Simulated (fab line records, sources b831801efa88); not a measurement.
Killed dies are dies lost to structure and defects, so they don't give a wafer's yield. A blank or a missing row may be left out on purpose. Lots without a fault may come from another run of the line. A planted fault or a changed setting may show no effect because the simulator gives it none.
A struck lot beside a sound one | flow sky130 | 35 steps out of a route of 708
Sound: wafers L364.1, L364.3, L364.5. Struck: wafers L373.1, L373.3, L373.6. The cause comes at the end.
At each step with rows: each side's tool, then ch and its chambers, then its first start. Under that, the readings that differ: sound wafers | struck wafers | difference of the means | sigmas: that difference in standard deviations of wafers without a fault.
alike: readings whose means differ by less than 2 such deviations, and words and numbers that are the same on both sides. not compared: withheld readings, readings that some wafer has no value for, bounds like >300 that may hide the same value, and numbers for which the record gives no deviation and whose values overlap.
The two part at a step that has a row with sigmas, a row that says differs or no value, or rows on one side only. Numbers that don't overlap but have no deviation are shown without sigmas and don't part them. A reading that every wafer of one side lacks parts them only if that side has two wafers or more.

first, 10 steps without rows for these wafers: SKY_METAL2_DEHYDRATE_07 (time 60 s); SKY_METAL2_HMDS_08 (prime time 60 s); SKY_METAL2_COAT_09 (resist thk 60 nm); SKY_METAL2_COAT_10 (resist thk 450 nm); SKY_METAL2_SOFTBAKE_11 (time 90 s); SKY_METAL2_EXPOSE_12 (exposes mask MM2, target cd 140 nm); SKY_METAL2_PEB_13; SKY_METAL2_DEVELOP_14 (develop time 60 s); SKY_METAL2_DESCUM_17 (chemistry O2, time 8 s); SKY_METAL2_ETCH_18 (etches BARC in N2/H2, stops on SiO2, time 45.9 s, target depth 60 nm).
SKY_METAL2_METAL_ETCH_19: etches the open film in Cl2/BCl3, stops on SiO2, target depth 360 nm, time 78 s.
  sound on rie_metal-01 ch 0,1, day 37 18:27; struck on rie_metal-01 ch 0,1, day 40 16:51
  alike: bcl3_flow_sccm, drypump_motor_current_A, oes_product_au, throttle_valve_pct
  not compared: rf_hours_counter_h
then, 23 steps without rows for these wafers: SKY_METAL2_STRIP_20 (strips in O2/N2); SKY_METAL2_STRIP_21 (strips in post etch residue remover, time 1200 s); SKY_METAL2_CLEAN_22 (cleans in IPA, time 180 s); SKY_METAL2_CLEAN_23 (cleans in O3/DIW); SKY_VIA2_HDPCVD_00 (deposits SiO2, target thk 1180 nm, time 196.7 s); SKY_VIA2_CMP_02 (polishes SiO2); SKY_VIA2_DEHYDRATE_04 (time 60 s); SKY_VIA2_HMDS_05 (prime time 60 s); SKY_VIA2_COAT_06 (resist thk 60 nm); SKY_VIA2_COAT_07 (resist thk 450 nm); SKY_VIA2_SOFTBAKE_08 (time 90 s); SKY_VIA2_EXPOSE_09 (exposes mask VIM2, target cd 200 nm); SKY_VIA2_PEB_10; SKY_VIA2_DEVELOP_11 (develop time 60 s); SKY_VIA2_ETCH_14 (etches BARC in N2/H2, stops on SiO2, time 45.9 s, target depth 60 nm); SKY_VIA2_ETCH_15 (etches SiO2 in C4F8/O2/Ar, stops on TiN, target depth 546 nm, time 84 s); SKY_VIA2_STRIP_16 (strips in O2/N2); SKY_VIA2_STRIP_17 (strips in post etch residue remover, time 1200 s); SKY_VIA2_CLEAN_18 (cleans in IPA, time 180 s); SKY_VIA2_CLEAN_19 (cleans in O3/DIW); SKY_VIA2_SPUTTER_20 (material TiN, target thk 20 nm, time 80 s); SKY_VIA2_CVD_21 (deposits W, target thk 420 nm, time 126.4 s); SKY_VIA2_CMP_24 (polishes, stops on SiO2, t overpolish 20 s, target thk 0 nm).
-- the record jumps here: 9 days lie between the struck wafers' starts before and after (it left off in module VIA2 and takes up again in module PAD_OPEN, whose first step shown is number 708 of the route) --
SKY_PAD_OPEN_PROBE_99:
  sound on prober-01, day 47 20:09; struck on prober-02, day 50 01:56
  reading                               | sound              | struck            | difference | sigmas
  defect_limited_yield (%)              | 81.3 82.9 82.7     | 68.5 75.2 72.4    | -10.3      | -5
  killed_at_M0_to_M3                    | 50 57 49           | 113 87 99         | +48        | +6
  killed_dies                           | 92 84 85           | 155 122 136       | +51        | +5
  sort_bin_3_pad_short (%)              | 0.4 0.8 0.8        | 3.5 2.6 4.5       | +2.9       | +7
  sort_bin_5_function (%)               | 10.0 10.2 10.4     | 19.7 14.8 15.0    | +6.3       | +5
  sort_n_pass                           | 400 408 407        | 337 370 356       | -51        | -5
  sort_yield_pct (%)                    | 81.3 82.9 82.7     | 68.5 75.2 72.4    | -10.3      | -5
  model.etest.tester.sort_n_pass        | 400 408 407        | 337 370 356       | -51        |
  model.etest.tester.sort_yield_pct (%) | 81.3 82.93 82.72   | 68.5 75.2 72.36   | -10.3      |
  model.etest.tester.sort_bin_5_pct (%) | 9.959 10.16 10.37  | 19.72 14.84 15.04 | +6.37      |
  model.etest.tester.sort_bin_3_pct (%) | 0.4065 0.813 0.813 | 3.455 2.642 4.472 | +2.846     |
  alike: killed_at_M4_up, killed_at_contacts, killed_at_front_end, killed_at_other, killed_open, killed_short, sort_bin_6_memory

WHERE THEY PART
Only at SKY_PAD_OPEN_PROBE_99, within this record.

WHY: what the simulator had put in
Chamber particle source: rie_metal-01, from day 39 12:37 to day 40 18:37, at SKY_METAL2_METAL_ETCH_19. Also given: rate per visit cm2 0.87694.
